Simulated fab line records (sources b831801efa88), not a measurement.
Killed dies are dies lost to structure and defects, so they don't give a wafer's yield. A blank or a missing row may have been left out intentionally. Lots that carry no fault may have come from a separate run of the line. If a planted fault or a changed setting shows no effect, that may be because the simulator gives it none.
fab line records | flow sky130
[record] lots = 6 wafers = 17 last_day = 50
route steps=708 shown SD_N@358 SD_P@359 RES_XHIGH@360 SALICIDE@361 LI_CONTACT@362 PAD_OPEN@708
lots with no fault: from the same line, run without faults
start_h: the number of hours between the record's first day and the start of the first shown wafer of the lot | wait_h: hours since the lot's step before | " unchanged from the row above | L1.1+2: a row that stands for several wafers | - no value present, or no start provided | * or withheld: withheld | < > ~ a bound
route shown NAME@n: a module of which the file shows steps, and the number in the route of the first | usual: average and standard deviation across the fault-free wafers | same: alike in all rows | chamber/n: place in a boat | sites: each site's reading | _std_site: the values' standard deviation | _edge_site: the outer-site mean with the inner-site mean subtracted | radius_mm: how far each site lies from the wafer's centre | mask NAME#n: copy n | behind: the last tool/chamber to shape the wafer | hold: what put the lot on hold/how long, in hours/how the hold closed | device: which transistor (n, p or np) failed to switch | end of line: at the end of the route, the tests of the same wafers | a step given without rows: its recipe and nothing more | killed: the dies lost at the first sort to structure and to defects; this is not the yield of the wafer | map: a wafer's dies, marking killed ones x, the rest . and places with no die _
set.NAME: the setting the step ran with; set.NAME@STEP: the setting that earlier step ran with | model.NAME: the simulator's own value behind a step, which no gauge read
lots at some steps of the route; a table a step, a row a wafer
services: from which hour (start_h, from the record's first day; less than 0 if before it) a tool's chamber was out of use, for how many hours, and why
[[steps]]
[step SKY_SD_N_RS_MEAS_16]
[recipe] thk_meas_gauge = four-point-probe
[usual] SD_N_RS = 68.52/0.14
// columns lot.wafer tool chamber start_h wait_h SD_N_RS[ohm/sq]
L310.1 film_metro-01 - 645.74 0.1 68.61
L310.2 " - " " 68.80
L310.5 " - " " 68.61
L320.1 film_metro-01 - 726.29 0.1 68.86
L320.4 " - " " 68.79
L321.2 film_metro-02 - 736.31 0.1 68.24
L321.4 " - " " 68.34
L321.5 " - " " 68.15
L324.1 film_metro-02 - 754.44 0.1 68.59
L324.4 " - " " 68.50
L324.5 " - " " 68.41
L326.3 film_metro-02 - 766.87 0.1 68.52
L326.5 " - " " 68.31
L326.6 " - " " 68.50
L332.1 film_metro-03 - 817.39 0.1 68.56
L332.3 " - " " 68.49
L332.6 " - " " 68.62
[step SKY_SD_N_RS_MEAS_17]
[recipe] thk_meas_gauge = four-point-probe
[usual] SD_P_RS = 147.0/0.3
// columns lot.wafer tool chamber start_h wait_h SD_P_RS[ohm/sq]
L310.1 film_metro-01 - 645.86 0.1 147.4
L310.2 " - " " 147.4
L310.5 " - " " 147.3
L320.1 film_metro-01 - 726.41 0.1 147.4
L320.4 " - " " 147.2
L321.2 film_metro-02 - 736.43 0.1 146.7
L321.4 " - " " 146.5
L321.5 " - " " 146.7
L324.1 film_metro-02 - 754.56 0.1 146.5
L324.4 " - " " 147.0
L324.5 " - " " 146.8
L326.3 film_metro-02 - 766.99 0.1 146.8
L326.5 " - " " 147.0
L326.6 " - " " 147.0
L332.1 film_metro-03 - 817.51 0.1 147.6
L332.3 " - " " 147.3
L332.6 " - " " 147.4
[step SKY_SD_N_RS_MEAS_18]
[recipe] thk_meas_gauge = four-point-probe
[usual] RES_XHIGH_RS = 333.2/1.1
// columns lot.wafer tool chamber start_h wait_h RES_XHIGH_RS[ohm/sq]
L310.1 film_metro-01 - 645.98 0.1 333.1
L310.2 " - " " 332.6
L310.5 " - " " 333.3
L320.1 film_metro-01 - 726.53 0.1 334.4
L320.4 " - " " 335.3
L321.2 film_metro-02 - 736.55 0.1 333.0
L321.4 " - " " 334.4
L321.5 " - " " 333.4
L324.1 film_metro-02 - 754.68 0.1 331.4
L324.4 " - " " 332.4
L324.5 " - " " 332.1
L326.3 film_metro-02 - 767.11 0.1 333.5
L326.5 " - " " 334.8
L326.6 " - " " 335.2
L332.1 film_metro-03 - 817.63 0.1 333.5
L332.3 " - " " 333.8
L332.6 " - " " 333.1
[step SKY_SALICIDE_CLEAN_00]
[recipe] chemistry = HF-last time_s = 30 dilution = 100:1 dry = ipa_marangoni
[step SKY_LI_CONTACT_HDPCVD_00]
[recipe] material = PSG target_thk_nm = 930 sigma_open_frac = 0.3 time_s = 155 temp_c = 600 sih4_flow_sccm = 60 pressure_mtorr = 6
[step SKY_LI_CONTACT_THK_MEAS_01]
[recipe] reads = PSG_of_LI_CONTACT_HDPCVD_00
[usual] LI_CONTACT_HDPCVD_THK = 930/12
// columns lot.wafer tool chamber start_h wait_h LI_CONTACT_HDPCVD_THK[nm]
L310.1 film_metro-02 - 646.22 0.1 936
L310.2 " - " " 903
L310.5 " - " " 932
L320.1 film_metro-03 - 726.77 0.1 933
L320.4 " - " " 925
L321.2 film_metro-03 - 736.78 0.1 933
L321.4 " - " " 908
L321.5 " - " " 926
L324.1 film_metro-03 - 754.92 0.1 916
L324.4 " - " " 917
L324.5 " - " " 904
L326.3 film_metro-02 - 767.32 0.1 920
L326.5 " - " " 927
L326.6 " - " " 942
L332.1 film_metro-01 - 817.87 0.1 936
L332.3 " - " " 958
L332.6 " - " " 937
[step SKY_LI_CONTACT_CMP_02]
[recipe] material = PSG down_force_psi = 4 platen_rpm = 60 pad_velocity_m_s = 0.94248
[usual] motor_current_A = 12.0/0.93 retaining_ring_pressure_frac = 1.000/0.0049 slurry_flow_ml_min = 150.0/0.44 time_to_endpoint_s = 34/3.1
// columns lot.wafer tool chamber start_h wait_h motor_current_A retaining_ring_pressure_frac slurry_flow_ml_min time_to_endpoint_s
L310.1 cmp-02 3 646.28 0.1 11.7 0.996 150.0 39
L310.2 " 1 " " 10.8 1.005 149.8 30
L310.5 " 0 " " 11.0 0.995 150.0 36
L320.4 cmp-01 0 726.83 0.0 11.7 0.999 149.4 33
L320.1 " 1 " " 13.5 1.000 149.2 36
L321.4 cmp-01 1 736.83 0.0 13.6 1.007 149.8 34
L321.2 " 0 " " 12.2 0.997 149.6 32
L321.5 " 2 " " 12.5 1.002 150.2 34
L324.4 cmp-01 1 754.98 0.0 13.5 1.013 148.9 36
L324.1 " 2 " " 12.7 0.990 150.2 32
L324.5 " 1 " " 14.0 1.001 149.0 32
L326.3 cmp-01 2 767.36 0.0 12.2 0.999 149.1 31
L326.6 " 2 " " 11.9 1.010 149.5 34
L326.5 " 3 " " 11.2 1.004 150.6 28
L332.1 cmp-01 2 817.93 0.1 12.2 0.998 149.7 33
L332.3 " 1 " " 13.7 1.007 149.7 41
L332.6 " 3 " " 10.7 0.992 149.8 30
[step SKY_LI_CONTACT_BOW_MEAS_03]
[recipe] mode = bow
[usual] LI_CONTACT_BOW = 55/6.3
// columns lot.wafer tool chamber start_h wait_h LI_CONTACT_BOW[um]
L310.1 film_metro-02 - 646.58 0.2 49
L310.2 " - " " 63
L310.5 " - " " 56
L320.1 film_metro-01 - 727.16 0.2 57
L320.4 " - " " 48
L321.2 film_metro-03 - 737.15 0.1 56
L321.4 " - " " 58
L321.5 " - " " 56
L324.1 film_metro-01 - 755.28 0.2 55
L324.4 " - " " 64
L324.5 " - " " 54
L326.3 film_metro-01 - 767.70 0.3 62
L326.5 " - " " 51
L326.6 " - " " 45
L332.1 film_metro-03 - 818.23 0.2 52
L332.3 " - " " 55
L332.6 " - " " 55
[step SKY_LI_CONTACT_DEHYDRATE_04]
[recipe] temp_c = 200 time_s = 60
[step SKY_LI_CONTACT_HMDS_05]
[recipe] prime_time_s = 60 prime_temp_c = 120
[step SKY_LI_CONTACT_COAT_06]
[recipe] resist = BARC temp_c = withheld time_s = withheld spin_rpm = 3000 resist_thk_nm = 60
[step SKY_LI_CONTACT_COAT_07]
[recipe] resist = KrF-thick spin_rpm = 3000 resist_thk_nm = 450
[step SKY_LI_CONTACT_SOFTBAKE_08]
[recipe] temp_c = 100 time_s = 90 resist = KrF-thick
[usual] exhaust_pa = 45.0/0.75 run_length_s = 119.22/0.28
// columns lot.wafer tool chamber start_h wait_h exhaust_pa run_length_s
L310.1 litho_track-01 0 660 - 45.6 119.02
L310.2 " 0 " " 44.7 119.04
L310.5 " 0 " " 45.7 118.97
L320.1 litho_track-02 0 740 - 45.7 118.93
L320.4 " 0 " " 45.3 133.96
L321.2 litho_track-02 0 750 - 44.5 118.93
L321.4 " 0 " " 44.9 134.11
L321.5 " 0 " " 44.6 119.01
L324.1 litho_track-04 0 768 - 45.3 119.53
L324.4 " 0 " " 45.2 119.71
L324.5 " 0 " " 45.1 119.45
L326.3 litho_track-04 0 782 - 44.8 119.65
L326.5 " 0 " " 43.9 119.68
L326.6 " 0 " " 44.0 119.44
L332.1 litho_track-02 0 830 - 45.7 119.16
L332.3 " 0 " " 46.1 119.20
L332.6 " 0 831 - 46.1 119.41
[step SKY_LI_CONTACT_EXPOSE_09]
[recipe] mask_id = LICM1 na = 0.8 source_shape = annular sigma_inner = 0.55 sigma_outer = 0.85 target_cd_nm = 170 dose_mj = 38
[step SKY_PAD_OPEN_PROBE_99]
[usual] killed_at_M0_to_M3 = 43/6.5 killed_at_M4_up = 3.1/1.8 killed_at_contacts = 24/5.6 killed_at_front_end = 15/4.2 killed_at_other = 0.3/0.5 killed_dies = 86/8.9 killed_open = 47/6.9 killed_short = 39/5.9
[same] gross_dies = 492 killed_at_back_side = 0
// columns lot.wafer tool chamber start_h wait_h killed_at_M0_to_M3 killed_at_M4_up killed_at_contacts killed_at_front_end killed_at_other killed_dies killed_open killed_short
L310.1 prober-01 - 1073.52 0.1 51 6 20 11 0 88 49 39
L310.2 prober-01 - 1073.57 0.1 52 6 13 24 0 95 57 38
L310.5 prober-01 - 1073.72 0.2 43 6 26 20 0 95 52 43
L320.1 prober-02 - 1129.39 0.1 39 1 19 17 0 76 42 34
L320.4 prober-02 - 1129.54 0.2 42 4 21 19 0 86 41 45
L321.2 prober-01 - 1136.65 0.1 51 3 30 17 0 101 53 48
L321.4 prober-01 - 1136.75 0.2 36 1 26 21 1 85 45 40
L321.5 prober-01 - 1136.80 0.2 49 1 21 13 0 84 47 37
L324.1 prober-02 - 1151.62 0.1 43 4 17 15 0 79 45 34
L324.4 prober-02 - 1151.77 0.2 43 3 19 15 0 80 39 41
L324.5 prober-02 - 1151.82 0.2 44 2 31 10 0 87 49 38
L326.3 prober-02 - 1158.07 0.2 38 3 25 23 0 89 46 43
L326.5 prober-02 - 1158.17 0.2 38 3 28 21 1 91 42 49
L326.6 prober-02 - 1158.22 0.2 38 2 23 25 0 88 48 40
L332.1 prober-02 - 1190.41 0.1 46 1 35 11 0 93 51 42
L332.3 prober-02 - 1190.51 0.2 52 2 35 16 1 106 47 59
L332.6 prober-02 - 1190.66 0.2 38 1 32 17 1 89 52 37
// killed by level:class
L310.1 VIA1:geometric_particle:open=12 METAL1:geometric_particle:short=11 VIA2:geometric_particle:open=7 LI_CONTACT:geometric_particle:open=5 CONTACT:geometric_particle:open=5 VIA1:geometric_particle:short=5 METAL4:geometric_particle:short=5 SPACER:geometric_particle:open=4
L310.2 VIA1:geometric_particle:open=13 VIA2:geometric_particle:open=8 FIELD_ISO:geometric_particle:open=7 VIA3:geometric_particle:open=7 VIA3:geometric_particle:short=5 METAL2:geometric_particle:short=5 METAL4:geometric_particle:short=5 FIELD_ISO:geometric_particle:short=4
L310.5 FIELD_ISO:geometric_particle:open=7 LI_CONTACT:geometric_particle:open=7 VIA1:geometric_particle:open=7 VIA3:geometric_particle:short=6 LOCAL_INTERCONNECT:geometric_particle:short=6 CONTACT:geometric_particle:open=6 METAL1:geometric_particle:short=6 METAL2:geometric_particle:short=6
L320.1 VIA1:geometric_particle:open=12 FIELD_ISO:geometric_particle:short=7 METAL2:geometric_particle:short=7 LI_CONTACT:geometric_particle:open=6 CONTACT:geometric_particle:open=6 VIA3:geometric_particle:open=6 POLY_GATE:geometric_particle:open=4 VIA3:geometric_particle:short=3
L320.4 METAL1:geometric_particle:short=9 CONTACT:geometric_particle:open=7 VIA1:geometric_particle:open=7 FIELD_ISO:geometric_particle:open=6 METAL2:geometric_particle:short=6 LI_CONTACT:geometric_particle:short=5 FIELD_ISO:geometric_particle:short=4 LOCAL_INTERCONNECT:geometric_particle:short=4
L321.2 CONTACT:geometric_particle:open=16 POLY_GATE:geometric_particle:open=9 VIA2:geometric_particle:short=9 VIA1:geometric_particle:short=7 VIA3:geometric_particle:open=7 LI_CONTACT:geometric_particle:short=6 METAL2:geometric_particle:short=6 VIA2:geometric_particle:open=6
L321.4 VIA2:geometric_particle:open=11 CONTACT:geometric_particle:open=6 CONTACT:geometric_particle:short=5 POLY_GATE:geometric_particle:short=5 POLY_GATE:geometric_particle:open=5 LI_CONTACT:geometric_particle:open=5 LOCAL_INTERCONNECT:geometric_particle:short=5 FIELD_ISO:geometric_particle:open=4
L321.5 CONTACT:geometric_particle:open=13 VIA1:geometric_particle:open=13 VIA2:geometric_particle:open=8 METAL1:geometric_particle:short=7 METAL2:geometric_particle:short=6 VIA2:geometric_particle:short=5 POLY_GATE:geometric_particle:open=4 POLY_GATE:geometric_particle:short=4
L324.1 VIA1:geometric_particle:open=13 VIA1:geometric_particle:short=9 CONTACT:geometric_particle:open=8 VIA2:geometric_particle:open=6 LI_CONTACT:geometric_particle:open=4 VIA3:geometric_particle:open=4 METAL2:geometric_particle:short=4 METAL4:geometric_particle:short=4
L324.4 VIA1:geometric_particle:open=10 METAL2:geometric_particle:short=8 CONTACT:geometric_particle:open=7 VIA2:geometric_particle:open=6 METAL1:geometric_particle:short=6 VIA2:geometric_particle:short=5 FIELD_ISO:geometric_particle:open=4 VIA1:geometric_particle:short=4
L324.5 VIA1:geometric_particle:open=11 LI_CONTACT:geometric_particle:open=10 CONTACT:geometric_particle:short=8 CONTACT:geometric_particle:open=8 METAL2:geometric_particle:short=8 VIA2:geometric_particle:open=6 FIELD_ISO:geometric_particle:open=4 VIA1:geometric_particle:short=4
L326.3 VIA1:geometric_particle:open=10 CONTACT:geometric_particle:open=8 POLY_GATE:geometric_particle:open=6 CONTACT:geometric_particle:short=6 METAL1:geometric_particle:short=6 LOCAL_INTERCONNECT:geometric_particle:short=5 VIA3:geometric_particle:open=5 FIELD_ISO:geometric_particle:open=4
L326.5 CONTACT:geometric_particle:open=14 VIA1:geometric_particle:open=8 FIELD_ISO:geometric_particle:open=7 METAL1:geometric_particle:short=7 LI_CONTACT:geometric_particle:short=5 CONTACT:geometric_particle:short=5 VIA3:geometric_particle:short=5 METAL2:geometric_particle:short=5
L326.6 CONTACT:geometric_particle:open=13 FIELD_ISO:geometric_particle:short=7 VIA1:geometric_particle:open=7 METAL2:geometric_particle:short=7 FIELD_ISO:geometric_particle:open=6 METAL1:geometric_particle:short=5 POLY_GATE:geometric_particle:short=4 LI_CONTACT:geometric_particle:open=4
L332.1 CONTACT:geometric_particle:open=12 LI_CONTACT:geometric_particle:open=8 METAL2:geometric_particle:short=8 VIA1:geometric_particle:open=8 VIA2:geometric_particle:open=8 LOCAL_INTERCONNECT:geometric_particle:short=7 CONTACT:geometric_particle:short=6 VIA1:geometric_particle:short=5
L332.3 CONTACT:geometric_particle:open=14 METAL2:geometric_particle:short=9 VIA1:geometric_particle:short=9 LI_CONTACT:geometric_particle:open=8 CONTACT:geometric_particle:short=8 VIA1:geometric_particle:open=7 POLY_GATE:geometric_particle:short=7 VIA3:geometric_particle:open=5
L332.6 VIA1:geometric_particle:open=12 CONTACT:geometric_particle:open=11 LI_CONTACT:geometric_particle:open=10 CONTACT:geometric_particle:short=8 METAL2:geometric_particle:short=5 VIA2:geometric_particle:open=5 POLY_CUT:geometric_particle:open=4 VIA3:geometric_particle:open=4
[[services]]
// columns tool chamber start_h hours kind
cmp-02 - 625.25 0.3 repair
cmp-01 - 665.37 0.3 repair
cmp-02 - 675.94 1.9 repair
cmp-02 - 688.07 0.6 repair
cmp-02 - 689.87 8.6 pm
cmp-02 - 701.02 0.5 repair
cmp-01 - 720.44 3.4 pm
cmp-02 - 744.11 4.0 pm
cmp-02 - 748.11 - consumable_replace:conditioner
cmp-02 - 748.11 - consumable_replace:pad
cmp-02 - 770.27 2.5 repair
cmp-01 - 772.61 15.7 repair
cmp-01 - 824.60 0.7 repair
[[key]]
[first_sign] step = SKY_LI_CONTACT_SOFTBAKE_08 reading = run_length_s direction = up sigmas = 52 usual = * struck = *
effect none on later readings
met_at SKY_LI_CONTACT_SOFTBAKE_08
struck_wafers L320.4,L321.4
tester_left_out L320,L321
[fault] kind = process_parameter_drift tool = litho_track-02 chamber = - onset_h = 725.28 steps = SKY_LI_CONTACT_SOFTBAKE_08 channel = time_s offset = * shape = step end_h = 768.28 scope = struck_wafers_only acts_in = * stated = *
// tester_left_out: of these lots the tester's yield and bins aren't shown, on N5 and GAA mostly nor the transistor test; their killed dies are dies lost to structure and defects alone, not to doping, threshold or leakage, so they don't give the yield
